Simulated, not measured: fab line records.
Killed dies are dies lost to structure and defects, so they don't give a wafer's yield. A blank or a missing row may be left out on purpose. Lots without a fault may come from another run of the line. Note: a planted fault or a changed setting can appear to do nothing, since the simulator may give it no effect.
Which tool is to blame? ; flow gf180mcu ; 13 lots with 39 wafers sampled at 3 steps, on a route of 602 steps

## WHAT THE GAUGES SHOWED, per wafer
GF_NSD_TW_MEAS_12.
lot;measured;on;NSD_TW
L811;day 13 11:49;film metro-01;4346 4307 4307
L812;day 13 15:35;film metro-02;4244 4275 4247
L813;day 14 08:02;film metro-02;4277 4288 4299
L814;day 14 15:34;film metro-01;4299 4256 4294
L815;day 14 19:11;film metro-01;4296 4295 4295
L819;day 16 09:08;film metro-04;4306 4285 4289
L821;day 16 23:26;film metro-01;4275 4282 4278
L823;day 17 18:53;film metro-01;4280 4269 4263
L828;day 19 08:39;film metro-04;4270 4265 4247
L829;day 19 13:29;film metro-01;4265 4298 4287
L830;day 20 02:50;film metro-04;4334 4318 4348
L831;day 20 11:45;film metro-01;4307 4319 4307
L834;day 21 07:57;film metro-02;4253 4229 4255

GF_PSD_RS_MEAS_14: measurement is done with a four-point probe.
lot;measured;on;NSD_RS (ohm/sq)
L811;day 14 09:20;film metro-04;46.12 46.07 46.15
L812;day 14 13:14;film metro-02;46.18 46.08 46.16
L813;day 15 06:05;film metro-04;46.21 46.14 46.22
L814;day 15 12:52;film metro-04;46.06 46.20 46.05
L815;day 15 17:38;film metro-01;46.11 46.25 46.12
L819;day 17 07:41;film metro-04;46.14 46.13 46.01
L821;day 17 22:11;film metro-01;46.04 46.11 46.05
L823;day 18 19:09;film metro-02;47.54 47.65 47.56
L828;day 20 09:18;film metro-01;46.08 46.11 46.19
L829;day 20 13:38;film metro-04;46.19 46.18 46.16
L830;day 21 03:44;film metro-04;46.04 46.05 46.17
L831;day 21 12:46;film metro-02;46.07 46.05 46.18
L834;day 22 07:28;film metro-04;45.92 46.09 46.04

## EACH LOT AND THE TOOL THAT RAN IT (in order: tool; ch and the chambers of the sampled wafers; start)
lot;GF_NSD_IMPLANT_10
L811;implanter-04 ch 0, day 13 11:34
L812;implanter-04 ch 0, day 13 15:20
L813;implanter-01 ch 0, day 14 07:47
L814;implanter-04 ch 0, day 14 15:19
L815;implanter-02 ch 0, day 14 18:56
L819;implanter-04 ch 0, day 16 08:55
L821;implanter-02 ch 0, day 16 23:11
L823;implanter-02 ch 0, day 17 18:38
L828;implanter-04 ch 0, day 19 08:25
L829;implanter-04 ch 0, day 19 13:14
L830;implanter-04 ch 0, day 20 02:35
L831;implanter-04 ch 0, day 20 11:31
L834;implanter-01 ch 0, day 21 07:43
- GF_NSD_IMPLANT_10

## WHAT THE TOOLS THEMSELVES READ (means of the sampled wafers that have a number; where no wafer has one, the mark that the record gives instead)
GF_NSD_IMPLANT_10.
lot;tool;beam energy keV
L811;implanter-04;39.998
L812;implanter-04;39.998
L813;implanter-01;39.988
L814;implanter-04;39.998
L815;implanter-02;40.009
L819;implanter-04;39.989
L821;implanter-02;39.996
L823;implanter-02;40.004
L828;implanter-04;39.987
L829;implanter-04;40.007
L830;implanter-04;40.000
L831;implanter-04;40.007
L834;implanter-01;39.993

## THE ANSWER, worked out from the rows above alone
Rule: the usual values come from the lots themselves. The widest of any qualifying gaps counts: lots, ordered by their means at a reading, are off when they make up no more than a third of the lots, leave a main group of 4 or more, and stand apart from it by 3 or more times the standard deviation of that group's means. The tables above print the reading to a certain number of digits; a main group whose means all agree to those digits is not used. Also off: a lot with no number at a reading for which 4 or more lots have one. The other lots that the step has rows for count as sound. First the gauges in route order, then the tools' own readings, where a lot's mean is used as printed above. The first step at which some lot is off is used, and at that step the reading that is off furthest; a lot without a number counts as furthest.
Off: L823, seen at GF_PSD_RS_MEAS_14 (NSD_RS). For the main group the mean is 46.11 ohm/sq and the standard deviation 0.046.
If a tool, at a process step before that reading, ran all the lots that are off and no sound lot after the first of them, it fits. Those tools and the gauges at GF_PSD_RS_MEAS_14 are tried in the same way. One fits: GF_NSD_IMPLANT_10 on implanter-02. A fault onset in the window from L821 (day 16 23:11, its last sound lot) to L823 (day 17 18:38, its first lot off) fits.

## WHAT THE SIMULATOR HAD INSERTED
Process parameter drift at GF_NSD_IMPLANT_10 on implanter-02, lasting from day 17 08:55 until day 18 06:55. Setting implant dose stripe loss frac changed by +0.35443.
Lots struck among those shown: L823. Same finding as the rule above.
